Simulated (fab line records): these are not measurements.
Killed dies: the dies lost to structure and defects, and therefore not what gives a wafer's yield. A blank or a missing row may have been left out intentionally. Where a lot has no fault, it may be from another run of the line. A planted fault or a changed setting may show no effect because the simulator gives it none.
Chamber matching -- flow gf180mcu -- GF_PASSIVATION_CVD_00 on pecvd-01: 3 sister chambers
The step deposits SiO2 from TEOS, target thk 1000 nm, time 111.95 s. 14 wafers are shown with their chamber, then 7 later ones without.

## EACH WAFER AND ITS CHAMBER
wafer,chamber,heaterPowerW (W)
L079.4,1,575
L079.5,2,683
L079.6,1,655
L080.4,1,699
L080.5,1,571
L080.6,2,677
L083.3,0,559
L083.4,2,768
L083.5,0,629
L087.2,0,588
L087.4,1,580
L087.6,2,729
L090.1,0,682
L090.4,2,723

SIGNATURES (averages over the wafers above)
reading,chamber 0,chamber 1,chamber 2,scatter within a chamber
heaterPowerW,614.50,616.00,716.00,50
Rule: distance of a wafer from a chamber = root of the sum over the readings of ((wafer's reading minus chamber's mean) / reading's scatter) squared. If the next closest chamber is less than 2 further off than the closest, the wafer can't be placed; otherwise it belongs to the closest. The scatter: the root of (the sum of the squares of (reading less its chamber's mean) over the shown wafers, divided by (wafers less chambers)).

## WAFERS MISSING THEIR CHAMBER
wafer,heaterPowerW (W)
L090.5,588
L092.3,658
L092.4,738
L092.6,542
L095.2,636
L095.4,685
L095.5,536

## EACH ONE'S CHAMBER
wafer,from the rows above,in truth
L090.5,can't be placed: 0 or 1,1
L092.3,can't be placed: 1 or 0 or 2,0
L092.4,2,2
L092.6,can't be placed: 0 or 1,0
L095.2,can't be placed: 1 or 0 or 2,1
L095.4,can't be placed: 2 or 1 or 0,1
L095.5,can't be placed: 0 or 1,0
Placed correctly: 1 of 7. Not placeable from these rows: 6 (in 6, the candidates include the true chamber). 0 placed wrongly.
